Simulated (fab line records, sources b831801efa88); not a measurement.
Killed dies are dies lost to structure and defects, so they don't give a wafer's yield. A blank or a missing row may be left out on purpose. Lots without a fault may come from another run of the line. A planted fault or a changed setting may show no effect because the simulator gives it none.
A struck lot beside a sound one | flow gf180mcu | 18 steps out of a route of 602
Sound: wafers L316.1, L316.4, L316.6. Struck: wafers L310.2, L310.3, L310.4. The cause comes at the end.
At each step with rows: each side's tool, then ch and its chambers, then its first start. Under that, the readings that differ: sound wafers | struck wafers | difference of the means | sigmas: that difference in standard deviations of wafers without a fault.
alike: readings whose means differ by less than 2 such deviations, and words and numbers that are the same on both sides. not compared: withheld readings, readings that some wafer has no value for, bounds like >300 that may hide the same value, and numbers for which the record gives no deviation and whose values overlap.
The two part at a step that has a row with sigmas, a row that says differs or no value, or rows on one side only. Numbers that don't overlap but have no deviation are shown without sigmas and don't part them. A reading that every wafer of one side lacks parts them only if that side has two wafers or more.

GF_STI_ETCH_13: etches the open film in CHF3/O2, stops on Si, target depth 282.31 nm, time 112.9 s.
  sound on rie_diel-02 ch 1,2,3, day 5 11:52; struck on rie_diel-04 ch 0,1,3, day 3 22:55
  alike: drypump_motor_current_A, oes_product_au, throttle_valve_pct
  not compared: rf_hours_counter_h
GF_STI_ETCH_14: etches Si in HBr/Cl2/O2, target depth 360 nm, time 102.9 s.
  sound on rie_si-02 ch 1,2,3, day 5 11:56; struck on rie_si-02 ch 1,2,3, day 3 22:59
  alike: drypump_motor_current_A, he_backside_leak_sccm, oes_product_au, throttle_valve_pct
  not compared: rf_hours_counter_h
GF_STI_STRIP_15: strips in O2/N2.
  sound on plasma_asher-03 ch 0,1, day 5 12:01; struck on plasma_asher-02 ch 0,1, day 3 23:04
  alike: drypump_motor_current_A, heater_power_w, oes_product_au, strip_time_to_endpoint_s
  not compared: rf_hours_counter_h
then, 6 steps without rows for these wafers: GF_STI_CLEAN_16 (cleans in dHF, time 25 s); GF_STI_WET_ETCH_17 (etches Si3N4 in H3PO4, target depth 45 nm, time 514 s); GF_STI_CLEAN_18 (cleans in SC1/SC2, time 150 s); GF_STI_CLEAN_19 (cleans in dHF, time 20 s); GF_STI_WET_ETCH_20 (etches SiO2 in dHF, target depth 20 nm, time 400 s); GF_STI_OXIDATION_21 (stabilise 600 s, purge 300 s, target thk 15 nm).
GF_STI_THK_MEAS_22:
  sound on film_metro-01, day 5 13:35; struck on film_metro-02, day 4 01:56
  alike: STI_OXIDATION_01_THK
then, 1 step without rows for these wafers: GF_STI_CVD_23 (deposits SiO2, target thk 650 nm, time 108.3 s).
GF_STI_THK_MEAS_24:
  sound on film_metro-04, day 5 13:43; struck on film_metro-01, day 4 02:04
  alike: STI_CVD_23_THK
GF_STI_CMP_25: polishes, stops on Si3N4, t overpolish 33 s, target thk 524.6 nm.
  sound on cmp-01 ch 0,2, day 5 13:47; struck on cmp-01 ch 0,1,3, day 4 02:22
  no value came back on the struck wafers for any of 5 readings (edge_zone_pressure_frac, head_pressure_psi (psi) and others); on the sound wafers edge_zone_pressure_frac reads 1.001 1.002 0.998
  reading                              | sound             | struck            | difference | sigmas
  model.SiO2_of_STI_CVD_23.thk_nm (nm) | 524.2 525.8 524.5 | 660.2 658.6 657.7 | +134.0     |
then, 2 steps without rows for these wafers: GF_STI_WET_ETCH_26 (etches SiO2 in dHF, target depth 94 nm, time 188 s); GF_STI_WET_ETCH_27 (etches Si3N4 in H3PO4, target depth 160 nm, time 1825 s).
GF_STI_WET_ETCH_28: etches SiO2 in dHF, target depth 20 nm, time 40 s.
  sound on wet_bench-02 ch 0, day 5 14:40; struck on wet_bench-02 ch 3, day 4 03:14
  reading                              | sound             | struck          | difference | sigmas
  model.SiO2_of_STI_CVD_23.thk_nm (nm) | 403.3 404.2 403.6 | 539 536.6 536.3 | +134       |
then, 1 step without rows for these wafers: GF_STI_OXIDATION_29 (stabilise 600 s, purge 300 s, target thk 10 nm).
-- the record jumps here: 27 days lie between the struck wafers' starts before and after (it left off in module STI and takes up again in module PASSIVATION, whose first step shown is number 602 of the route) --
GF_PASSIVATION_PROBE_99:
  the record has rows for the struck wafers here (prober-02, day 31 12:38) and none for the sound ones

WHERE THEY PART
First at GF_STI_CMP_25; last, within this record, at GF_PASSIVATION_PROBE_99.

WHY: what the simulator had put in
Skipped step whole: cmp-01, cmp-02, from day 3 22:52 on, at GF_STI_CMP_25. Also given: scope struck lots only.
